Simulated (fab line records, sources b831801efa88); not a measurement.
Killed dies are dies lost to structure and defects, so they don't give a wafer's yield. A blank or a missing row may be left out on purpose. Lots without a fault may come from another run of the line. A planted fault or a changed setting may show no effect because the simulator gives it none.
One fault seen from 2 desks | flow sfq_line | each desk has only its own numbers; what lay behind them comes last

THE TOOL OWNER'S DESK: cmp-02
The tool's own readings at SFQ_TRILAYER_I6_CMP_CMP_166 (polishes SiO2): means of the sampled wafers that have a number, for each lot that ran on this tool. A lot is out of limits, marked OUT, if its mean lies more than 4 standard deviations from the usual mean; the brackets give that distance.
Columns: A = motor_current_A at SFQ_TRILAYER_I6_CMP_CMP_166, usual 9.4 A; B = time_to_endpoint_s at SFQ_TRILAYER_I6_CMP_CMP_166, usual 218 s
lot  | first seen here | A   | B
L970 | day 69 01:42    | 9.0 | 258 (+4.5) OUT
L971 | day 69 04:42    | 9.0 | 242
L982 | day 72 14:58    | 9.8 | 220
L988 | day 75 15:41    | 8.1 | 215
This desk's finding: out of limits on L970; first on L970, day 69 01:42 (time_to_endpoint_s at SFQ_TRILAYER_I6_CMP_CMP_166). In limits: L971, L982, L988.

THE METROLOGY DESK
What the gauges read, lot by lot, whatever tool the lot ran on: means of the sampled wafers that have a number. A lot is out of limits, marked OUT, if its mean lies more than 4 standard deviations from the usual mean; the brackets give that distance.
Columns: A = M6_OVL at SFQ_M6_OVL_MEAS_940, usual 1 nm; B = I6_BOW at SFQ_I6_BOW_MEAS_941, usual 8 um; C = I6_OVL at SFQ_I6_OVL_MEAS_942, usual 0 nm; D = M7_NB_RS at SFQ_M7_RS_MEAS_943, usual 0.892 ohm/sq; E = M7_OVL at SFQ_M7_OVL_MEAS_945, usual -2 nm; F = M8_BOW at SFQ_M8_BOW_MEAS_951, usual 10 um
lot  | first seen here | A  | B  | C  | D     | E  | F
L970 | day 68 22:34    | -7 | 32 | 2  | 0.905 | -6 | 31
L971 | day 69 02:10    | 2  | 7  | -0 | 0.878 | -6 | 4
L981 | day 72 11:35    | 4  | 13 | 2  | 0.879 | -7 | 10
L982 | day 72 12:46    | -0 | -5 | -3 | 0.881 | -2 | -8
L986 | day 74 16:32    | 4  | 9  | 7  | 0.891 | -2 | 8
L988 | day 75 11:38    | -3 | 0  | -3 | 0.894 | -2 | 9
This desk's finding: nothing out of limits on any of the 6 lots.

PUT TOGETHER
The tool owner's desk could have raised an alarm at day 69 01:42, on L970.
The metrology desk saw nothing out of limits.
The metrology desk has L970 on record, within its limits.
Of the lots named, all ran SFQ_TRILAYER_I6_CMP_CMP_166 on cmp-02.

WHAT THE SIMULATOR HAD PUT IN
Process parameter drift: cmp-02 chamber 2, from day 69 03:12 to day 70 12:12, at SFQ_TRILAYER_I6_CMP_CMP_166. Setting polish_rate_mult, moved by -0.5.
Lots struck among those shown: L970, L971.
